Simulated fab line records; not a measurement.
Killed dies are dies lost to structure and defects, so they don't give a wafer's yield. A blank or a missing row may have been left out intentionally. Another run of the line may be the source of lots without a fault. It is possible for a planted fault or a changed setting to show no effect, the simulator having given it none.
Which tool was responsible? -- flow sky130 -- 24 lots with 72 wafers sampled at 5 steps, on a route of 708 steps

## WHAT THE GAUGES SHOWED, per wafer
SKY_SD_P_TW_MEAS_11.
lot,measured,on,SD_P_TW
L075,day 25 07:04,film_metro-02,2806 2799 2793
L074,day 25 07:15,film_metro-03,2797 2820 2810
L076,day 27 03:19,film_metro-02,2834 2830 2836
L077,day 27 04:33,film_metro-02,2808 2810 2808
L078,day 30 16:18,film_metro-02,2817 2805 2803
L079,day 30 18:30,film_metro-02,2817 2840 2828
L080,day 30 19:52,film_metro-03,2824 2824 2802
L083,day 30 20:27,film_metro-03,2823 2834 2827
L085,day 30 20:46,film_metro-03,2841 2825 2822
L081,day 30 20:49,film_metro-04,2824 2822 2806
L084,day 30 22:01,film_metro-03,2829 2798 2829
L082,day 30 22:39,film_metro-02,2810 2812 2812
L086,day 31 01:27,film_metro-02,2810 2812 2811
L088,day 31 05:52,film_metro-04,2822 2808 2815
L087,day 31 06:57,film_metro-04,2839 2828 2838
L089,day 31 07:15,film_metro-02,2827 2803 2807
L090,day 31 07:33,film_metro-03,2834 2832 2832
L091,day 31 08:30,film_metro-02,2795 2813 2799
L092,day 31 11:28,film_metro-02,2803 2804 2805
L093,day 31 19:49,film_metro-03,2847 2830 2851
L094,day 31 22:33,film_metro-03,2830 2827 2836
L095,day 32 02:07,film_metro-04,2811 2812 2816
L096,day 32 10:07,film_metro-03,2808 2814 2811
L097,day 32 22:41,film_metro-03,2819 2831 2826

SKY_VIA1_THK_MEAS_01.
lot,measured,on,VIA1_HDPCVD_THK (nm)
L075,day 32 15:39,film_metro-02,1034 1041 1041
L074,day 32 15:59,film_metro-04,1015 1013 1017
L076,day 34 09:59,film_metro-04,1052 1050 1043
L077,day 34 10:34,film_metro-03,1030 1037 1037
L078,day 37 15:59,film_metro-04,1036 1026 1029
L079,day 37 17:08,film_metro-03,1027 1023 1031
L080,day 37 18:00,film_metro-02,1030 1042 1031
L083,day 37 18:56,film_metro-03,1023 1023 1021
L085,day 37 19:18,film_metro-03,1037 1017 1026
L081,day 37 20:37,film_metro-03,1003 1024 1030
L084,day 37 20:59,film_metro-03,1014 1017 1018
L082,day 37 21:18,film_metro-04,1022 1026 1039
L086,day 37 23:56,film_metro-04,1017 1034 1032
L088,day 38 02:37,film_metro-02,1031 1048 1015
L087,day 38 03:56,film_metro-02,1024 1006 1039
L089,day 38 04:29,film_metro-03,1006 1000 1000
L090,day 38 06:10,film_metro-03,1042 1025 1048
L091,day 38 06:18,film_metro-02,994 1019 1008
L092,day 38 07:41,film_metro-03,1024 1020 1024
L093,day 38 16:14,film_metro-03,998 1021 1019
L094,day 38 18:05,film_metro-04,1047 1037 1052
L095,day 38 21:21,film_metro-04,1054 1006 1044
L096,day 39 04:19,film_metro-03,1032 1028 995
L097,day 39 22:25,film_metro-02,1042 1039 1031

## WHAT TOOL EACH LOT RAN ON (gives the tool, then ch and the chambers of the sampled wafers, and finally the start)
lot,SKY_LI_CONTACT_ETCH_15,SKY_CONTACT_ETCH_17,SKY_CONTACT_ETCH_18
L075,"rie_diel-04 ch 0,2, day 28 21:39","rie_diel-02 ch 0,1,3, day 31 09:47","rie_diel-02 ch 0,1,3, day 32 15:39 or earlier"
L074,"rie_diel-04 ch 0,1,2, day 28 22:55","rie_diel-01 ch 1,2,3, day 31 09:57","rie_diel-01 ch 1,2,3, day 32 15:59 or earlier"
L076,"rie_diel-04 ch 0,1,2, day 30 17:39","rie_diel-01 ch 0,2,3, day 33 04:09","rie_diel-01 ch 0,2,3, day 34 09:59 or earlier"
L077,"rie_diel-02 ch 0,2,3, day 30 18:49","rie_diel-02 ch 0,2,3, day 33 04:13","rie_diel-02 ch 0,2,3, day 34 10:34 or earlier"
L078,"rie_diel-03 ch 0,2,3, day 34 03:36","rie_diel-04 ch 0,1,2, day 36 11:14","rie_diel-04 ch 0,1,2, day 37 15:59 or earlier"
L079,"rie_diel-02 ch 0,1, day 34 05:49","rie_diel-01 ch 0,2,3, day 36 12:12","rie_diel-01 ch 0,2,3, day 37 17:08 or earlier"
L080,"rie_diel-02 ch 0,3, day 34 06:58","rie_diel-04 ch 0,1,3, day 36 13:21","rie_diel-04 ch 0,1,3, day 37 18:00 or earlier"
L083,"rie_diel-04 ch 0,1,2, day 34 08:12","rie_diel-02 ch 1,3, day 36 14:18","rie_diel-02 ch 1,3, day 37 18:56 or earlier"
L085,"rie_diel-03 ch 0,2, day 34 08:21","rie_diel-01 ch 0,1,2, day 36 14:39","rie_diel-01 ch 0,1,2, day 37 19:18 or earlier"
L081,"rie_diel-02 ch 1,3, day 34 09:18","rie_diel-04 ch 0,1,3, day 36 15:28","rie_diel-04 ch 0,1,3, day 37 20:37 or earlier"
L084,"rie_diel-03 ch 1,2,3, day 34 10:16","rie_diel-02 ch 1,2,3, day 36 15:54","rie_diel-02 ch 1,2,3, day 37 20:59 or earlier"
L082,"rie_diel-02 ch 0,1,3, day 34 11:12","rie_diel-01 ch 1,2,3, day 36 16:33","rie_diel-01 ch 1,2,3, day 37 21:18 or earlier"
L086,"rie_diel-03 ch 0,2,3, day 34 13:07","rie_diel-04 ch 0,2,3, day 36 20:00","rie_diel-04 ch 0,2,3, day 37 23:56 or earlier"
L088,"rie_diel-04 ch 0,2,3, day 34 16:24","rie_diel-02 ch 0,3, day 36 22:32","rie_diel-02 ch 0,3, day 38 02:37 or earlier"
L087,"rie_diel-04 ch 0,1,3, day 34 17:45","rie_diel-02 ch 1,2,3, day 36 23:47","rie_diel-02 ch 1,2,3, day 38 03:56 or earlier"
L089,"rie_diel-04 ch 0,2,3, day 34 18:34","rie_diel-04 ch 1,2, day 37 00:08","rie_diel-04 ch 1,2, day 38 04:29 or earlier"
L090,"rie_diel-04 ch 0,2,3, day 34 19:16","rie_diel-02 ch 0,2,3, day 37 00:32","rie_diel-02 ch 0,2,3, day 38 06:10 or earlier"
L091,"rie_diel-02 ch 0,1,2, day 34 19:37","rie_diel-04 ch 0,1,2, day 37 02:03","rie_diel-04 ch 0,1,2, day 38 06:18 or earlier"
L092,"rie_diel-03 ch 1,2,3, day 34 20:48","rie_diel-02 ch 0,2,3, day 37 03:35","rie_diel-02 ch 0,2,3, day 38 07:41 or earlier"
L093,"rie_diel-02 ch 0,2,3, day 35 05:12","rie_diel-02 ch 2,3, day 37 12:03","rie_diel-02 ch 2,3, day 38 16:14 or earlier"
L094,"rie_diel-04 ch 0,2,3, day 35 07:39","rie_diel-02 ch 1,3, day 37 14:05","rie_diel-02 ch 1,3, day 38 18:05 or earlier"
L095,"rie_diel-03 ch 0,1,2, day 35 11:18","rie_diel-01 ch 2,3, day 37 18:13","rie_diel-01 ch 2,3, day 38 21:21 or earlier"
L096,"rie_diel-04 ch 2,3, day 35 19:09","rie_diel-04 ch 0,2, day 38 00:43","rie_diel-04 ch 0,2, day 39 04:19 or earlier"
L097,"rie_diel-03 ch 2,3, day 36 08:42","rie_diel-02 ch 2,3, day 38 14:54","rie_diel-02 ch 2,3, day 39 22:25 or earlier"
- SKY_LI_CONTACT_ETCH_15: etches PSG in C4F8/O2/Ar, stops on Si, target depth 600 nm.
- SKY_CONTACT_ETCH_17: etches SiO2 in C4F8/O2/Ar, stops on Si3N4, target depth 340 nm.
- SKY_CONTACT_ETCH_18: etches Si3N4 in CHF3/O2, stops on TiN, time 39 s, target depth 75 nm.

## AS READ BY THE TOOLS THEMSELVES (means over the sampled wafers that have a number; for cases with no such wafer, the mark the record gives instead)
SKY_LI_CONTACT_ETCH_15.
lot,tool,oes_product_au (a.u.)
L075,rie_diel-04,0.828
L074,rie_diel-04,0.840
L076,rie_diel-04,0.835
L077,rie_diel-02,0.842
L078,rie_diel-03,0.838
L079,rie_diel-02,0.833
L080,rie_diel-02,0.836
L083,rie_diel-04,0.839
L085,rie_diel-03,0.835
L081,rie_diel-02,0.836
L084,rie_diel-03,0.833
L082,rie_diel-02,0.835
L086,rie_diel-03,0.833
L088,rie_diel-04,0.836
L087,rie_diel-04,0.834
L089,rie_diel-04,0.835
L090,rie_diel-04,0.837
L091,rie_diel-02,0.836
L092,rie_diel-03,0.832
L093,rie_diel-02,0.835
L094,rie_diel-04,0.834
L095,rie_diel-03,0.834
L096,rie_diel-04,0.836
L097,rie_diel-03,0.835

SKY_CONTACT_ETCH_17.
lot,tool,oes_product_au (a.u.)
L075,rie_diel-02,0.895
L074,rie_diel-01,0.890
L076,rie_diel-01,0.892
L077,rie_diel-02,0.892
L078,rie_diel-04,0.890
L079,rie_diel-01,0.890
L080,rie_diel-04,0.889
L083,rie_diel-02,0.891
L085,rie_diel-01,0.893
L081,rie_diel-04,0.890
L084,rie_diel-02,0.890
L082,rie_diel-01,0.891
L086,rie_diel-04,0.889
L088,rie_diel-02,0.889
L087,rie_diel-02,0.890
L089,rie_diel-04,0.887
L090,rie_diel-02,0.888
L091,rie_diel-04,0.895
L092,rie_diel-02,0.888
L093,rie_diel-02,0.889
L094,rie_diel-02,0.893
L095,rie_diel-01,0.890
L096,rie_diel-04,0.890
L097,rie_diel-02,0.887

SKY_CONTACT_ETCH_18.
lot,tool,drypump_motor_current_A (A),oes_product_au (a.u.),throttle_valve_pct (%)
L075,rie_diel-02,5.5,0.848,8.792
L074,rie_diel-01,6.1,0.857,8.794
L076,rie_diel-01,5.7,0.851,8.799
L077,rie_diel-02,5.8,0.842,8.797
L078,rie_diel-04,5.6,0.843,8.789
L079,rie_diel-01,5.7,0.856,8.789
L080,rie_diel-04,5.4,0.853,8.786
L083,rie_diel-02,5.4,0.850,8.797
L085,rie_diel-01,5.8,0.851,8.791
L081,rie_diel-04,5.5,0.844,8.788
L084,rie_diel-02,5.7,0.848,8.799
L082,rie_diel-01,6.1,0.861,8.803
L086,rie_diel-04,5.8,0.854,8.791
L088,rie_diel-02,5.6,0.851,8.790
L087,rie_diel-02,5.7,0.857,8.799
L089,rie_diel-04,5.8,0.853,8.788
L090,rie_diel-02,5.8,0.847,8.781
L091,rie_diel-04,5.6,0.851,8.798
L092,rie_diel-02,5.8,0.859,8.787
L093,rie_diel-02,5.5,0.852,8.795
L094,rie_diel-02,5.4,0.854,8.785
L095,rie_diel-01,5.9,0.857,8.793
L096,rie_diel-04,5.9,0.863,8.787
L097,rie_diel-02,5.5,0.857,8.793

## THE ANSWER, worked out from the rows above alone
Rule: what is usual is taken from the lots themselves. The widest of any qualifying gaps counts: lots, ordered by their means at a reading, are off when they make up no more than a third of the lots, leave a main group of 4 or more, and stand apart from it by 3 or more times the standard deviation of that group's means. The tables above print the reading to a certain number of digits; a main group whose means all agree to those digits is not used. Also off: a lot with no number at a reading for which 4 or more lots have one. Where the step has rows for the other lots, those lots are counted as sound. First the gauges in route order, then the tools' own readings, where a lot's mean is used as printed above. The first step at which some lot is off is used, and at that step the reading that is off furthest; a lot without a number counts as furthest.
No lot is off on any of the readings shown, so nothing can be concluded from this.

## WHAT THE SIMULATOR HAD INSERTED
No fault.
